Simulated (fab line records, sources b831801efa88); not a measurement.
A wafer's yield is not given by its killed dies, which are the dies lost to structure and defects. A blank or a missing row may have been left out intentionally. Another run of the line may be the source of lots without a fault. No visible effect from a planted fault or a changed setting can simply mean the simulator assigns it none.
8D (eight disciplines) problem report, filled in by code || flow sfq-line || the parts of the form that need people (team, actions taken, sign-off) are left out

== 1. PROBLEM STATEMENT ==
A mean of 83.37 W is read at SFQ_TRILAYER_C5_BARC_OPEN_VIA_ETCH_210 for bias-w, taken on 1 wafer of 1 lot, against 80.02 W (standard deviation 0.24) on wafers free of any fault. Measured from the usual mean, that is +14 standard deviations.
The step: etches BARC in O2, target depth 125 nm, time 40.57 s.
The first sign was on wafer L176.4 at day 77 03:01, on rie-diel-03. At this step, 39 wafers from 13 lots have a number in the record. Rule for "out", or "out of limits": more than 4 standard deviations from the usual mean. The rest of the wafers with a number are treated as sound.

== 2. WHAT THIS IS AND IS NOT ==
{"question": "which readings at this step", "is": "bias-w", "is not": "drypump-motor-current-A, oes-product-au"}
{"question": "which lots", "is": "L176", "is not": "L159, L161, L162, L163, L164, L165, L166, L167, L168, L179, L180, L181"}
{"question": "which wafers of those lots", "is": "L176.4", "is not": "L176.2, L176.3"}
{"question": "read on which tools", "is": "rie-diel-03", "is not": "rie-diel-01, rie-diel-02"}
{"question": "when", "is": "from day 77 03:01", "is not": "up to then (29 sound wafers); but 9 sound wafers of L179, L180, L181 came after"}

== 3. SUSPECTS, AND WHAT RULES EACH OUT ==
Counting: any tool at a process step up to the reading remains a suspect provided it ran every lot that is out. Sound lots after the first of them don't rule it out here, since some wafers of a struck lot are sound.
- rie-metal-02 at SFQ_TRILAYER_R5_ETCH_METAL_ETCH_139 (etches the open film in Cl2, stops on SiO2, target depth 60 nm, time 40 s): kept. It ran the lot that is out, L176 (day 72 02:06); its last sound lot up to then is L167 (day 64 00:59).
- rie-diel-03 at SFQ_TRILAYER_C5_BARC_OPEN_VIA_ETCH_210 (etches BARC in O2, target depth 125 nm, time 40.57 s): kept. It ran the lot that is out, L176 (day 77 03:01); its last sound lot up to then is L166 (day 73 18:50). On those wafers its own readings are out: bias-w.
- Within rie-diel-03 at SFQ_TRILAYER_C5_BARC_OPEN_VIA_ETCH_210: the wafers that are out ran in chamber 1; their sound lot-mates ran in chambers 2, 3.
What counting leaves: rie-metal-02 at SFQ_TRILAYER_R5_ETCH_METAL_ETCH_139 and rie-diel-03 at SFQ_TRILAYER_C5_BARC_OPEN_VIA_ETCH_210.

== 4. THE CAUSE (what the simulator had put in) ==
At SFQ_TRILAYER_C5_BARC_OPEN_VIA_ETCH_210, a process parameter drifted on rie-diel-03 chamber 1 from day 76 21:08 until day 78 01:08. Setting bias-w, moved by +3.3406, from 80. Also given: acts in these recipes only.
Counting left 2 suspects, and this tool is among them.

== 5. THE CHAIN OF EFFECTS, in route order ==
Each row: a reading whose mean over the struck wafers that have a number lies more than 3 standard deviations from the usual. Only readings for which the record gives a usual standard deviation are gone through. hours: the time from each lot's start at the first step in this table that gives one to its start at this step, as a median over the lots. sigmas: the change in usual standard deviations.
{"hours": 0, "step": "SFQ_TRILAYER_C5_BARC_OPEN_VIA_ETCH_210", "reading": "bias-w", "usual": "80.02 W", "on struck wafers": 83.37, "change": "+3.35", "sigmas": "+14"}
It contains these process steps:
- SFQ_TRILAYER_C5_BARC_OPEN_VIA_ETCH_210: etches BARC in O2, target depth 125 nm, time 40.57 s.
Later measuring or inspecting steps at which every struck wafer that the step has a row for has a number for every such reading, and none has moved that far: SFQ_M6_OVL_MEAS_940.

== 6. HOW IT WOULD HAVE BEEN CAUGHT EARLIER ==
First out-of-limits reading in this record: day 77 03:01, which is 6 hours after fault onset at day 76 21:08.
